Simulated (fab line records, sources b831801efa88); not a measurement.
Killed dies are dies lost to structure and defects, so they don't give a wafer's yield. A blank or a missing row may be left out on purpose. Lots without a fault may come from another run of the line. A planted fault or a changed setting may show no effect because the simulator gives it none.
One fault seen from 2 desks | flow gf180mcu | each desk has only its own numbers; what lay behind them comes last

THE METROLOGY DESK
What the gauges read, lot by lot, whatever tool the lot ran on: means of the sampled wafers that have a number. A lot is out of limits, marked OUT, if its mean lies more than 4 standard deviations from the usual mean; the brackets give that distance.
Columns: A = PSD_TW at GF_PSD_TW_MEAS_11, usual 3165; B = cd_nm at GF_SAB_CD_MEAS_09, usual 419.3 nm; C = SALICIDE_TIN_RS at GF_SALICIDE_RS_MEAS_04, usual 16.48 ohm/sq; D = SALICIDE_TIN_THK at GF_SALICIDE_THK_MEAS_05, usual 19.99 nm
lot  | first seen here | A    | B     | C                | D
L428 | day 14 04:43    | 3166 | 422.9 | 16.28            | 19.76
L430 | day 14 19:03    | 3168 | 421.2 | 16.45            | 19.60
L431 | day 15 07:16    | 3142 | 419.3 | 16.71            | 19.85
L432 | day 15 10:56    | 3204 | 417.2 | 16.09            | 20.16
L435 | day 16 13:24    | 3156 | 420.5 | 16.81            | 20.10
L438 | day 17 18:02    | 3174 | 420.3 | 16.14            | 20.19
L439 | day 18 04:36    | 3127 | 416.9 | 16.33            | 20.06
L440 | day 18 14:17    | 3127 | 415.7 | 16.94            | 19.78
L441 | day 18 22:39    | 3193 | 423.2 | 14.36 (-8.5) OUT | 27.99 (+33) OUT
L442 | day 19 03:25    | 3151 | 417.6 | 14.18 (-9.2) OUT | 28.26 (+34) OUT
L444 | day 20 01:11    | 3172 | 418.6 | 14.35 (-8.5) OUT | 28.18 (+34) OUT
L446 | day 20 12:34    | 3184 | 419.4 | 16.66            | 19.76
L450 | day 21 20:57    | 3162 | 418.4 | 16.44            | 19.82
This desk's finding: out of limits on L441, L442, L444; first on L441, day 19 23:52 (SALICIDE_TIN_RS at GF_SALICIDE_RS_MEAS_04). In limits: L428, L430, L431, L432, L435, L438, L439, L440, L446, L450.

THE TOOL OWNER'S DESK: pvd_sputter-02
The tool's own readings at GF_SALICIDE_SPUTTER_03 (material TiN, target thk 20 nm, time 16.7 s): means of the sampled wafers that have a number, for each lot that ran on this tool. A lot is out of limits, marked OUT, if its mean lies more than 4 standard deviations from the usual mean; the brackets give that distance.
Columns: A = chamber_pressure_pa at GF_SALICIDE_SPUTTER_03, usual 0.3999 Pa; B = throttle_valve_pct at GF_SALICIDE_SPUTTER_03, usual 29.6 %
lot  | first seen here | A      | B
L428 | day 15 02:22    | 0.4000 | 29.1
L431 | day 16 05:27    | 0.4002 | 30.3
L432 | day 16 09:26    | 0.3998 | 29.9
L438 | day 18 18:43    | 0.4001 | 28.9
L439 | day 19 05:31    | 0.3994 | 30.0
L441 | day 19 23:49    | 0.3999 | 29.3
L442 | day 20 05:17    | 0.3999 | 29.2
L444 | day 21 02:25    | 0.4008 | 29.5
This desk's finding: nothing out of limits on any of the 8 lots.

PUT TOGETHER
The metrology desk could have raised an alarm at day 19 23:52, on L441, L442, L444.
The tool owner's desk saw nothing out of limits.
The tool owner's desk has L441, L442, L444 on record, within its limits.
Of the lots named, all ran GF_SALICIDE_SPUTTER_03 on pvd_sputter-02.

WHAT THE SIMULATOR HAD PUT IN
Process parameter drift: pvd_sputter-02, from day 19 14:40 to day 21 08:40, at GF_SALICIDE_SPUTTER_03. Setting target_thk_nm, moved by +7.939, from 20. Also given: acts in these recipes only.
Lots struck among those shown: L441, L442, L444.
Hours from the fault's start to each desk's first reading out of limits: the metrology desk, 9.
